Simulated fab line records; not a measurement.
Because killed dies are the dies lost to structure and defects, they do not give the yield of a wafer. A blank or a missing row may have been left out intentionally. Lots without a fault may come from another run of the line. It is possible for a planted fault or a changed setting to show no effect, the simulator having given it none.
Problem report, 8D (eight disciplines) form, completed by code	flow gf180mcu	the parts of the form that need people (team, actions taken, sign-off) are left out

1. WHAT WENT WRONG
Across 3 wafers from 3 lots, NSD_RS at GF_PSD_RS_MEAS_14 averages 47.05 ohm/sq, while fault-free wafers read 46.12 ohm/sq with a standard deviation of 0.081. That puts it +11 standard deviations away from the usual mean.
The step: measures by four-point-probe.
The first sign was on wafer L799.2 at day 18 15:09, on film-metro-01. The record holds 38 wafers of 13 lots with a number at this step. Rule for "out", or "out of limits": more than 4 standard deviations from the usual mean. The other wafers with a number count as sound.

2. WHAT IT IS; WHAT IT IS NOT
question	is	is not
which readings at this step	NSD_RS	-
which lots	L799, L800, L801	L787, L789, L790, L791, L794, L795, L797, L798, L809, L810
which wafers of those lots	L799.2, L800.5, L801.5	L799.1, L799.4, L800.1, L800.4, L801.3
read on which gauges	film-metro-01, film-metro-02	film-metro-04
when	from day 18 15:09	up to then (26 sound wafers); but 9 sound wafers of L800, L801, L809, L810 came after

3. SUSPECTS, AND WHAT RULES EACH OUT
Counting: any tool at a process step up to the reading remains a suspect provided it ran every lot that is out. Sound lots after the first of them don't rule it out here, since some wafers of a struck lot are sound.
- the gauge at GF_PSD_RS_MEAS_14: ruled out. Those wafers that are out were read across 2 gauges (film-metro-01, film-metro-02).
- rtp-anneal-02 at GF_PSD_RTA_13 (time 20 s): kept. It processed each lot that is out (first: L799, day 18 15:04); up to then, its last sound lot is L798 (day 18 10:01). Its own readings are out on those wafers: run-length-s.
Remaining after the count: rtp-anneal-02 at GF_PSD_RTA_13.

4. THE CAUSE (what the simulator had put in)
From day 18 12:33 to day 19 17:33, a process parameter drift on rtp-anneal-02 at GF_PSD_RTA_13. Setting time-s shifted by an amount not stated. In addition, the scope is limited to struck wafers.
After counting, this tool was the only one left.

5. THE EFFECT CHAIN, in route order
Rows list readings where the struck wafers' mean (over those with a number) sits beyond 3 standard deviations from the usual. Scope: only readings with a usual standard deviation given in the record; hours: median across lots of the time from each lot's start at the first step in this table that gives one to its start at this step; sigmas: change in usual standard deviations.
hours	step	reading	usual	on struck wafers	change	sigmas
0	GF_PSD_RTA_13	run-length-s	48.58 s	45.05	-3.53	-12
0	GF_PSD_RS_MEAS_14	NSD_RS	46.12 ohm/sq	47.05	+0.93	+11
0	GF_PSD_RS_MEAS_15	PSD_RS	108.5 ohm/sq	111.0	+2.5	+8.3
Here are the process steps it includes:
- GF_PSD_RTA_13: time 20 s.
At these later measuring or inspecting steps, every struck wafer for which the step has a row has a number for every such reading, and none has moved that far: GF_CONTACT_THK_MEAS_03, GF_CONTACT_BOW_MEAS_05.

6. HOW IT WOULD HAVE BEEN CAUGHT EARLIER
3 hours passed between the start of the fault at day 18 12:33 and the first reading out of limits at a measuring or inspecting step in this record, taken at day 18 15:09.
The tool's own readings at GF_PSD_RTA_13 were out on every struck wafer that the step has a row for (run-length-s): an alarm limit on them would have fired on the first of those.
Among the 3 lots that are out, L800, L801 began GF_PSD_RTA_13 on rtp-anneal-02 after day 18 15:09. A hold on the tool at that time would have spared those 2.
